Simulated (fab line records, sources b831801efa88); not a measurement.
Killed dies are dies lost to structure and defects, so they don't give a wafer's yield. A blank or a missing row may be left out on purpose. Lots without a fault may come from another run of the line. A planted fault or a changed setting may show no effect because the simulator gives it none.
fab line records | flow sky130
record lots=6 wafers=18 last_day=50
route steps=708 shown RES_XHIGH@339 SD_N@342 SD_P@359 PAD_OPEN@708
lots that met no fault: from a run of the same line without faults
start_h: hours from the record's first day to the start of the lot's first wafer shown | wait_h: hours since the lot's step before | " the same as in the row above | L1.1+2: a row that stands for several wafers | - no value, or no start given | * or withheld: withheld | < > ~ a bound
route shown NAME@n: a module of which the file shows steps, and the number in the route of the first | usual: mean/standard deviation of fault-free wafers | same: alike in all rows | chamber/n: place in a boat | sites: the reading at each site | _std_site: their standard deviation | _edge_site: outer sites' mean less inner sites' | radius_mm: how far each site lies from the wafer's centre | mask NAME#n: copy n | behind: the tool/chamber that last shaped the wafer | hold: why the lot was held/for how many hours/how that ended | device: the transistor (n, p or np) that didn't switch | end of line: the same wafers' tests at the end of the route | a step without rows: its recipe alone | killed: dies lost to structure and defects at the first sort, not the wafer's yield | map: a wafer's dies, x killed, . not, _ none there
set.NAME: the setting as run; set.NAME@STEP: as run at that earlier step | model.NAME: the simulator's own value behind a step, which no gauge read
lots at some steps of the route; a table a step, a row a wafer
services: from which hour (start_h, from the record's first day; less than 0 if before it) a tool's chamber was out of use, for how many hours, and why
## steps
# step SKY_RES_XHIGH_IMPLANT_07
# recipe species=BF2 energy_kev=20 dose_cm2=3.6e+14 tilt_deg=0
# step SKY_RES_XHIGH_STRIP_08
# recipe chemistry=O2/N2 power_w=1400 pressure_mtorr=1500 platen_temp_c=withheld o2_flow_sccm=3000 n2_flow_sccm=300 overash_fraction=0.5
# usual drypump_motor_current_A=5.5/0.48 n2_flow_sccm=300.0/0.92 oes_product_au=0.711/0.0045 strip_time_to_endpoint_s=14.27/0.04
# columns lot.wafer tool chamber start_h wait_h drypump_motor_current_A n2_flow_sccm oes_product_au rf_hours_counter_h strip_time_to_endpoint_s
L919.3 plasma_asher-01 1 660.09 0.1 6.5 301.1 0.710 - 14.25
L919.5 " 1 " " 6.5 299.9 0.703 - 14.31
L919.6 " 0 " " 5.3 299.0 0.716 - 14.30
L923.1 plasma_asher-01 0 696.87 0.1 5.3 299.6 0.716 56 14.30
L923.4 " 1 " " 6.5 302.5 0.717 - 14.23
L923.5 " 0 " " 5.3 299.9 0.708 - 14.30
L924.2 plasma_asher-01 0 698.57 0.1 5.3 299.4 0.721 56 14.27
L924.3 " 0 " " 5.3 300.4 0.712 - 14.24
L924.6 " 1 " " 6.5 301.3 0.710 - 14.27
L928.1 plasma_asher-01 0 731.37 0.1 5.3 300.2 0.708 59 14.29
L928.3 " 1 " " 6.5 299.8 0.714 - 14.30
L928.6 " 0 " " 5.3 300.9 0.710 - 14.31
L933.3 plasma_asher-03 1 766.25 0.1 5.2 299.6 0.713 - 14.32
L933.5 " 0 " " 5.6 299.4 0.723 - 14.30
L933.6 " 1 " " 5.1 300.7 0.705 - 14.27
L936.4 plasma_asher-03 0 784.30 0.1 5.6 301.3 0.720 - 14.30
L936.5 " 1 " " 5.2 300.0 0.709 - 14.32
L936.6 " 0 " " 5.6 299.1 0.715 - 14.30
# step SKY_RES_XHIGH_TW_MEAS_09
# usual RES_XHIGH_TW=1649/7.2
# columns lot.wafer tool chamber start_h wait_h RES_XHIGH_TW
L919.3 film_metro-02 - 660.17 0.1 1647
L919.5 " - " " 1648
L919.6 " - " " 1636
L923.1 film_metro-01 - 696.97 0.1 1655
L923.4 " - " " 1656
L923.5 " - " " 1653
L924.2 film_metro-04 - 698.68 0.1 1665
L924.3 " - " " 1652
L924.6 " - " " 1645
L928.1 film_metro-04 - 731.47 0.1 1647
L928.3 " - " " 1645
L928.6 " - " " 1650
L933.3 film_metro-04 - 766.34 0.1 1648
L933.5 " - " " 1653
L933.6 " - " " 1649
L936.4 film_metro-01 - 784.40 0.1 1652
L936.5 " - " " 1659
L936.6 " - " " 1660
# step SKY_SD_N_DEHYDRATE_00
# recipe temp_c=200 time_s=60
# step SKY_SD_N_HMDS_01
# recipe prime_time_s=60 prime_temp_c=120
# step SKY_SD_N_COAT_02
# recipe resist=NOVOLAK spin_rpm=3000 resist_thk_nm=1140
# step SKY_SD_N_SOFTBAKE_03
# recipe temp_c=90 time_s=60 resist=NOVOLAK
# step SKY_SD_N_EXPOSE_04
# recipe mask_id=NSDM na=0.6 source_shape=conventional sigma_outer=0.6 polarization=unpolarized target_cd_nm=380 dose_mj=144.5
# step SKY_SD_N_PEB_05
# recipe temp_c=withheld time_s=* resist=NOVOLAK
# step SKY_SD_N_DEVELOP_06
# recipe resist=NOVOLAK developer=TMAH develop_time_s=60 dev_temp_c=23
# step SKY_SD_N_CD_MEAS_07
# recipe target_cd_nm=380
# usual cd_nm=380.8/2.3
# columns lot.wafer tool chamber start_h wait_h cd_nm
L919.3 cd_sem-01 - 687.26 0.1 380.8
L919.5 " - " " 382.0
L919.6 " - " " 381.0
L923.1 cd_sem-02 - 725.01 0.1 382.8
L923.4 " - " " 383.1
L923.5 " - " " 379.9
L924.2 cd_sem-02 - 726.22 0.1 381.9
L924.3 " - " " 381.1
L924.6 " - " " 381.3
L928.1 cd_sem-02 - 758.00 0.1 381.7
L928.3 " - " " 379.7
L928.6 " - " " 381.4
L933.3 cd_sem-02 - 792.54 0.1 379.1
L933.5 " - " " 383.3
L933.6 " - " " 381.8
L936.4 cd_sem-02 - 811.00 0.1 380.4
L936.5 " - " " 381.1
L936.6 " - " " 380.3
# step SKY_SD_N_OVL_MEAS_08
# usual SD_N_OVL=0.2/1.2
# columns lot.wafer tool chamber start_h wait_h SD_N_OVL[nm]
L919.3 overlay-01 - 687.35 0.1 -0.5
L919.5 " - " " -1.7
L919.6 " - " " -2.0
L923.1 overlay-02 - 725.13 0.1 0.3
L923.4 " - " " 0.7
L923.5 " - " " 1.0
L924.2 overlay-01 - 726.33 0.1 0.6
L924.3 " - " " -0.4
L924.6 " - " " -0.1
L928.1 overlay-01 - 758.12 0.1 0.5
L928.3 " - " " 0.8
L928.6 " - " " -0.1
L933.3 overlay-01 - 792.64 0.1 0.5
L933.5 " - " " 0.3
L933.6 " - " " -0.2
L936.4 overlay-02 - 811.08 0.1 -0.6
L936.5 " - " " 0.8
L936.6 " - " " -1.1
# step SKY_SD_N_IMPLANT_09
# recipe species=As energy_kev=50 dose_cm2=4e+15 tilt_deg=0
# columns lot.wafer tool chamber start_h wait_h
L919.3+5+6 implanter-01 0 687.42 0.1
L923.1+4+5 implanter-03 0 725.17 0.0
L924.2+3+6 implanter-02 0 726.39 0.0
L928.1+3+6 implanter-01 0 758.16 0.0
L928.1+3+6 implanter-01 0 758.48 0.3
L933.3+5+6 implanter-03 0 792.71 0.1
L936.4+5+6 implanter-02 0 811.17 0.1
L936.4+5+6 implanter-02 0 811.49 0.3
# step SKY_SD_N_IMPLANT_10
# recipe species=P energy_kev=20 dose_cm2=1e+14 tilt_deg=0
# step SKY_SD_N_STRIP_11
# recipe chemistry=O2/N2 power_w=1400 pressure_mtorr=1500 platen_temp_c=withheld o2_flow_sccm=3000 n2_flow_sccm=300 overash_fraction=0.5
# usual drypump_motor_current_A=5.4/0.33 n2_flow_sccm=299.9/0.99 oes_product_au=0.528/0.0048 strip_time_to_endpoint_s=22.55/0.051
# columns lot.wafer tool chamber start_h wait_h drypump_motor_current_A n2_flow_sccm oes_product_au rf_hours_counter_h strip_time_to_endpoint_s
L919.3 plasma_asher-02 1 687.71 0.1 6.1 299.7 0.535 - 22.52
L919.5 " 0 " " 5.4 299.4 0.533 - 22.50
L919.6 " 1 " " 6.0 301.7 0.523 - 22.51
L923.1 plasma_asher-02 0 725.47 0.1 5.4 301.8 0.531 105 22.52
L923.4 " 1 " " 6.1 300.0 0.531 - 22.54
L923.5 " 1 " " 6.0 301.3 0.526 - 22.51
L924.2 plasma_asher-03 1 726.66 0.1 5.1 300.4 0.530 29 22.59
L924.3 " 0 " " 5.6 299.3 0.532 - 22.58
L924.6 " 0 " " 5.6 300.5 0.531 - 22.59
L928.1 plasma_asher-04 1 758.78 0.1 5.6 299.4 0.511 90 23.76
L928.3 " 0 " " 5.0 300.1 0.515 - 23.73
L928.6 " 0 " " 5.0 300.1 0.517 - 23.73
L933.3 plasma_asher-04 1 792.99 0.1 5.7 300.3 0.525 - 22.54
L933.5 " 0 " " 5.0 298.9 0.523 - 22.53
L933.6 " 1 " " 5.6 299.1 0.534 - 22.54
L936.4 plasma_asher-02 1 811.75 0.1 6.0 299.3 0.516 - 23.82
L936.5 " 1 " " 6.0 300.2 0.515 - 23.78
L936.6 " 0 " " 5.4 297.8 0.505 - 23.79
# step SKY_SD_N_TW_MEAS_12
# usual SD_N_TW=4017/23
# columns lot.wafer tool chamber start_h wait_h SD_N_TW
L919.3 film_metro-04 - 687.79 0.1 4033
L919.5 " - " " 4026
L919.6 " - " " 4005
L923.1 film_metro-01 - 725.57 0.1 4029
L923.4 " - " " 4046
L923.5 " - " " 4043
L924.2 film_metro-02 - 726.77 0.1 4005
L924.3 " - " " 4008
L924.6 " - " " 4002
L928.1 film_metro-01 - 758.88 0.1 4113
L928.3 " - " " 4129
L928.6 " - " " 4134
L933.3 film_metro-04 - 793.08 0.1 3990
L933.5 " - " " 3988
L933.6 " - " " 3972
L936.4 film_metro-02 - 811.84 0.1 4056
L936.5 " - " " 4074
L936.6 " - " " 4082
# step SKY_SD_N_CLEAN_13
# recipe chemistry=SC1/SC2 mix=1:4:20 temp_c=70 time_s=150 dry=n2_spin
# step SKY_SD_N_RTA_14
# recipe temp_c=1075 time_s=2 idle_temp_c=650 ramp_up_c_per_s=150 ramp_down_c_per_s=90 ambient=N2
# usual lamp_power_pct=15.74/0.054 wafer_temp_C_max=1078.1/1.3
# columns lot.wafer tool chamber start_h wait_h lamp_power_pct wafer_temp_C_max
L919.3 rtp_anneal-01 0 687.90 0.0 15.71 1075.8
L919.5 " 0 " " 15.75 1077.8
L919.6 " 0 " " 15.83 1079.6
L923.1 rtp_anneal-01 0 725.68 0.0 15.77 1079.2
L923.4 " 0 " " 15.70 1080.1
L923.5 " 0 " " 15.71 1081.4
L924.2 rtp_anneal-02 0 726.88 0.0 15.74 1077.9
L924.3 " 0 " " 15.76 1077.1
L924.6 " 0 " " 15.70 1078.5
L928.1 rtp_anneal-01 0 758.99 0.0 15.75 1077.8
L928.3 " 0 " " 15.80 1078.5
L928.6 " 0 " " 15.68 1079.2
L933.3 rtp_anneal-02 0 793.19 0.0 15.75 1077.1
L933.5 " 0 " " 15.76 1079.3
L933.6 " 0 " " 15.70 1077.6
L936.4 rtp_anneal-01 0 811.95 0.0 15.72 1076.5
L936.5 " 0 " " 15.75 1076.4
L936.6 " 0 " " 15.69 1077.7
# step SKY_SD_N_RS_MEAS_16
# recipe thk_meas_gauge=four-point-probe
# usual SD_N_RS=68.43/0.11
# columns lot.wafer tool chamber start_h wait_h SD_N_RS[ohm/sq]
L919.3 film_metro-02 - 688.10 0.1 68.45
L919.5 " - " " 68.37
L919.6 " - " " 68.34
L923.1 film_metro-02 - 725.86 0.1 68.21
L923.4 " - " " 68.34
L923.5 " - " " 68.28
L924.2 film_metro-04 - 727.07 0.1 68.28
L924.3 " - " " 68.28
L924.6 " - " " 68.42
L928.1 film_metro-04 - 759.16 0.1 63.72
L928.3 " - " " 63.80
L928.6 " - " " 63.75
L933.3 film_metro-01 - 793.39 0.1 68.50
L933.5 " - " " 68.47
L933.6 " - " " 68.36
L936.4 film_metro-04 - 812.16 0.1 63.32
L936.5 " - " " 63.49
L936.6 " - " " 63.65
# step SKY_SD_N_RS_MEAS_17
# recipe thk_meas_gauge=four-point-probe
# usual SD_P_RS=146.7/0.38
# columns lot.wafer tool chamber start_h wait_h SD_P_RS[ohm/sq]
L919.3 film_metro-02 - 688.22 0.1 146.9
L919.5 " - " " 147.2
L919.6 " - " " 146.9
L923.1 film_metro-02 - 725.98 0.1 147.0
L923.4 " - " " 146.2
L923.5 " - " " 146.8
L924.2 film_metro-04 - 727.19 0.1 146.3
L924.3 " - " " 146.7
L924.6 " - " " 146.4
L928.1 film_metro-04 - 759.28 0.1 146.9
L928.3 " - " " 147.1
L928.6 " - " " 147.2
L933.3 film_metro-01 - 793.51 0.1 146.9
L933.5 " - " " 146.5
L933.6 " - " " 146.5
L936.4 film_metro-04 - 812.28 0.1 146.3
L936.5 " - " " 146.6
L936.6 " - " " 146.2
# step SKY_PAD_OPEN_PROBE_99
# usual killed_at_M0_to_M3=42/7.2 killed_at_M4_up=3.5/1.8 killed_at_contacts=25/5.7 killed_at_front_end=16/4.6 killed_at_other=0.2/0.41 killed_dies=86/9.3 killed_open=47/6.3 killed_short=39/5.9
# same gross_dies=492 killed_at_back_side=0
# columns lot.wafer tool chamber start_h wait_h killed_at_M0_to_M3 killed_at_M4_up killed_at_contacts killed_at_front_end killed_at_other killed_dies killed_open killed_short model.etest.res_ndiff.line_ohm_um model.etest.nfet_g5v0d10v5.r_on_ohm_um model.etest.sonos_uncharged.r_on_ohm_um model.etest.nfet_01v8_lvt.drive_ua_um model.etest.licon_ndiff.rc_ohm model.etest.res_ndiff.rs_ohm_sq model.etest.res_ndiff_hv.rs_ohm_sq model.etest.sonos_programmed.off_log10_a_um
L919.3 prober-01 - 1106.25 0.2 45 1 27 12 0 85 53 32 759.5 1884 822.1 583.5 187.8 118.9 112.9 -14.09
L919.5 prober-01 - 1106.35 0.2 42 2 15 25 0 84 40 44 773 1891 822.4 590.2 181.1 120.3 114.1 -13.82
L919.6 prober-01 - 1106.40 0.2 47 3 25 11 1 87 47 40 757 1891 818.4 574.6 179.6 120.2 113.9 -13.91
L923.1 prober-01 - 1131.63 0.1 37 6 35 13 1 92 51 41 759.8 1870 810.4 566 186 117 110.5 -13.88
L923.4 prober-01 - 1131.78 0.2 33 9 30 10 0 82 45 37 747.3 1900 816.5 553.2 182.2 117.6 111.8 -14.01
L923.5 prober-01 - 1131.83 0.2 40 5 33 29 0 107 56 51 755.7 1899 827.6 559.7 188.7 117.5 111.7 -13.96
L924.2 prober-02 - 1133.62 0.1 39 5 22 23 0 89 50 39 764 1929 827.5 553.4 183.8 118.3 112.5 -13.93
L924.3 prober-02 - 1133.67 0.2 33 1 22 14 1 71 43 28 752.4 1921 812 561.7 182.8 118.1 112.4 -13.89
L924.6 prober-02 - 1133.82 0.2 44 4 21 12 0 81 39 42 767.8 1904 810.4 565.9 182.7 117.9 112.1 -13.88
L928.1 prober-02 - 1155.80 0.1 54 3 26 22 0 105 63 42 627.6 1860 743.9 590 153.8 102 96.26 -13.71
L928.3 prober-02 - 1155.90 0.2 40 3 27 15 0 85 50 35 632.7 1859 741 600.5 153.6 101.3 96.59 -13.51
L928.6 prober-02 - 1156.05 0.2 55 2 20 18 0 95 42 53 638.4 1888 753.8 599.6 153.7 102.8 96.27 -13.81
L933.3 prober-01 - 1182.12 0.2 43 4 22 13 1 83 40 43 764.6 1908 808.8 565.6 179.8 120.1 114.7 -13.95
L933.5 prober-01 - 1182.22 0.2 43 3 33 7 1 87 42 45 749.3 1915 822 576.9 178.2 120.1 113.8 -13.84
L933.6 prober-01 - 1182.27 0.2 43 5 24 15 0 87 44 43 760.4 1908 821.3 574.8 175 120.5 114.7 -13.89
L936.4 prober-02 - 1191.84 0.2 35 3 27 14 0 79 44 35 645.2 1795 745.6 577.1 147.5 102.3 95.15 -13.75
L936.5 prober-02 - 1191.89 0.2 36 7 22 14 1 80 38 42 641.5 1790 744.6 577.1 149.4 102.3 95.53 -13.66
L936.6 prober-02 - 1191.94 0.2 56 2 18 17 1 94 50 44 640.9 1782 747 576.1 154.3 100.9 95.52 -13.31
# killed by level:class
L919.3 CONTACT:geometric_particle:open=12 VIA1:geometric_particle:open=12 LI_CONTACT:geometric_particle:open=8 METAL1:geometric_particle:short=6 VIA2:geometric_particle:open=6 VIA1:geometric_particle:short=5 METAL2:geometric_particle:short=4 VIA3:geometric_particle:open=4
L919.5 VIA1:geometric_particle:open=13 FIELD_ISO:geometric_particle:short=8 VIA1:geometric_particle:short=8 POLY_GATE:geometric_particle:short=5 LOCAL_INTERCONNECT:geometric_particle:open=5 CONTACT:geometric_particle:open=5 METAL1:geometric_particle:short=5 POLY_GATE:geometric_particle:open=4
L919.6 VIA1:geometric_particle:open=11 CONTACT:geometric_particle:open=9 CONTACT:geometric_particle:short=6 METAL1:geometric_particle:short=6 VIA3:geometric_particle:open=6 METAL3:geometric_particle:short=5 METAL2:geometric_particle:short=5 VIA2:geometric_particle:open=5
L923.1 CONTACT:geometric_particle:open=14 CONTACT:geometric_particle:short=9 VIA1:geometric_particle:open=9 LI_CONTACT:geometric_particle:open=8 METAL1:geometric_particle:short=7 VIA3:geometric_particle:open=5 VIA2:geometric_particle:open=5 FIELD_ISO:geometric_particle:short=4
L923.4 LI_CONTACT:geometric_particle:open=9 CONTACT:geometric_particle:open=9 METAL4:geometric_particle:short=8 VIA1:geometric_particle:open=7 VIA1:geometric_particle:short=6 VIA3:geometric_particle:open=6 CONTACT:geometric_particle:short=5 VIA2:geometric_particle:open=5
L923.5 CONTACT:geometric_particle:open=14 POLY_GATE:geometric_particle:short=10 VIA3:geometric_particle:open=7 VIA1:geometric_particle:open=7 FIELD_ISO:geometric_particle:open=6 FIELD_ISO:geometric_particle:short=6 POLY_GATE:geometric_particle:open=5 LI_CONTACT:geometric_particle:open=5
L924.2 CONTACT:geometric_particle:open=10 VIA1:geometric_particle:open=8 LI_CONTACT:geometric_particle:open=6 POLY_GATE:geometric_particle:open=5 VIA3:geometric_particle:open=5 FIELD_ISO:geometric_particle:short=4 POLY_GATE:geometric_particle:short=4 VIA1:geometric_particle:short=4
L924.3 VIA1:geometric_particle:open=11 CONTACT:geometric_particle:open=10 VIA2:geometric_particle:open=6 METAL1:geometric_particle:short=5 VIA3:geometric_particle:open=5 LI_CONTACT:geometric_particle:open=4 VIA1:geometric_particle:short=4 FIELD_ISO:geometric_particle:open=3
L924.6 VIA1:geometric_particle:open=12 CONTACT:geometric_particle:open=8 POLY_GATE:geometric_particle:short=6 METAL1:geometric_particle:short=6 LI_CONTACT:geometric_particle:open=5 VIA2:geometric_particle:open=5 LOCAL_INTERCONNECT:geometric_particle:short=4 VIA1:geometric_particle:short=4
L928.1 VIA1:geometric_particle:open=16 METAL1:geometric_particle:short=12 LI_CONTACT:geometric_particle:open=11 CONTACT:geometric_particle:open=9 METAL2:geometric_particle:short=7 FIELD_ISO:geometric_particle:open=6 FIELD_ISO:geometric_particle:short=6 VIA2:geometric_particle:open=5
L928.3 CONTACT:geometric_particle:open=11 LI_CONTACT:geometric_particle:open=8 VIA2:geometric_particle:open=8 METAL2:geometric_particle:short=8 FIELD_ISO:geometric_particle:open=6 CONTACT:geometric_particle:short=5 FIELD_ISO:geometric_particle:short=4 VIA1:geometric_particle:open=4
L928.6 METAL2:geometric_particle:short=10 VIA1:geometric_particle:open=9 METAL1:geometric_particle:short=9 VIA3:geometric_particle:open=8 CONTACT:geometric_particle:short=6 FIELD_ISO:geometric_particle:short=5 LI_CONTACT:geometric_particle:open=5 VIA2:geometric_particle:open=5
L933.3 VIA1:geometric_particle:open=10 LOCAL_INTERCONNECT:geometric_particle:short=7 VIA2:geometric_particle:short=6 FIELD_ISO:geometric_particle:short=5 LI_CONTACT:geometric_particle:open=5 VIA1:geometric_particle:short=5 VIA2:geometric_particle:open=5 LI_CONTACT:geometric_particle:short=4
L933.5 VIA1:geometric_particle:open=10 CONTACT:geometric_particle:open=9 LOCAL_INTERCONNECT:geometric_particle:short=9 METAL1:geometric_particle:short=9 LI_CONTACT:geometric_particle:open=6 METAL2:geometric_particle:short=6 VIA2:geometric_particle:open=6 CONTACT:geometric_particle:short=5
L933.6 VIA1:geometric_particle:open=10 CONTACT:geometric_particle:open=8 METAL2:geometric_particle:short=7 VIA2:geometric_particle:open=6 LI_CONTACT:geometric_particle:open=5 METAL1:geometric_particle:short=5 VIA2:geometric_particle:short=5 POLY_GATE:geometric_particle:open=4
L936.4 LI_CONTACT:geometric_particle:open=11 POLY_GATE:geometric_particle:open=8 METAL1:geometric_particle:short=7 VIA3:geometric_particle:open=7 CONTACT:geometric_particle:short=6 CONTACT:geometric_particle:open=5 VIA1:geometric_particle:short=5 LOCAL_INTERCONNECT:geometric_particle:short=5
L936.5 CONTACT:geometric_particle:open=10 VIA1:geometric_particle:open=7 METAL4:geometric_particle:short=6 METAL2:geometric_particle:short=6 LOCAL_INTERCONNECT:geometric_particle:short=5 VIA1:geometric_particle:short=5 VIA3:geometric_particle:open=4 FIELD_ISO:geometric_particle:short=3
L936.6 VIA3:geometric_particle:open=14 VIA1:geometric_particle:open=10 POLY_GATE:geometric_particle:short=7 LI_CONTACT:geometric_particle:open=7 VIA2:geometric_particle:open=7 METAL2:geometric_particle:short=6 VIA1:geometric_particle:short=6 METAL3:geometric_particle:short=4
## services
# columns tool chamber start_h hours kind
implanter-03 - 657.58 2.4 repair
plasma_asher-03 - 658.06 9.0 repair
plasma_asher-01 - 690.99 0.4 repair
plasma_asher-03 - 713.95 3.5 repair
implanter-02 - 719.10 4.0 repair
implanter-02 - 724.40 1.1 repair
implanter-01 - 728.02 20.8 pm
rtp_anneal-02 - 733.38 6.0 pm
plasma_asher-02 - 733.75 9.0 pm
plasma_asher-02 0 733.75 9.0 vent_cycle
plasma_asher-02 1 733.75 9.0 vent_cycle
plasma_asher-02 0 742.75 - clean
plasma_asher-02 1 742.75 - clean
implanter-02 - 745.96 3.6 pm
rtp_anneal-01 - 747.38 6.6 pm
implanter-03 - 754.55 12.6 repair
implanter-01 - 766.93 1.7 repair
plasma_asher-04 - 774.01 2.8 pm
implanter-03 - 781.17 4.1 pm
implanter-01 - 783.25 2.8 repair
plasma_asher-01 - 785.34 11.6 repair
implanter-03 - 806.36 2.0 repair
## key
first_sign step=SKY_SD_N_IMPLANT_09 reading=visit direction=added
effect step=SKY_SD_N_STRIP_11 reading=strip_time_to_endpoint_s direction=up sigmas=24 usual=* struck=*
effect step=SKY_SD_N_TW_MEAS_12 reading=SD_N_TW direction=up sigmas=3.6 usual=4017 struck=4098
effect step=SKY_SD_N_RS_MEAS_16 reading=SD_N_RS direction=down sigmas=43 usual=68.43 struck=63.62
model_effect step=SKY_PAD_OPEN_PROBE_99 value=etest.res_ndiff.line_ohm_um without=749.3 struck=637.7
met_at SKY_SD_N_IMPLANT_09
struck_wafers L928.1,L928.3,L928.6,L936.4,L936.5,L936.6
tester_left_out L928,L936
fault kind=repeated_step_whole tool=implanter-01,implanter-02,implanter-03 chamber=- onset_h=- steps=SKY_SD_N_IMPLANT_09 times=1 scope=struck_lots_only
# tester_left_out: of these lots the tester's yield and bins aren't shown, on N5 and GAA mostly nor the transistor test; their killed dies are dies lost to structure and defects alone, not to doping, threshold or leakage, so they don't give the yield
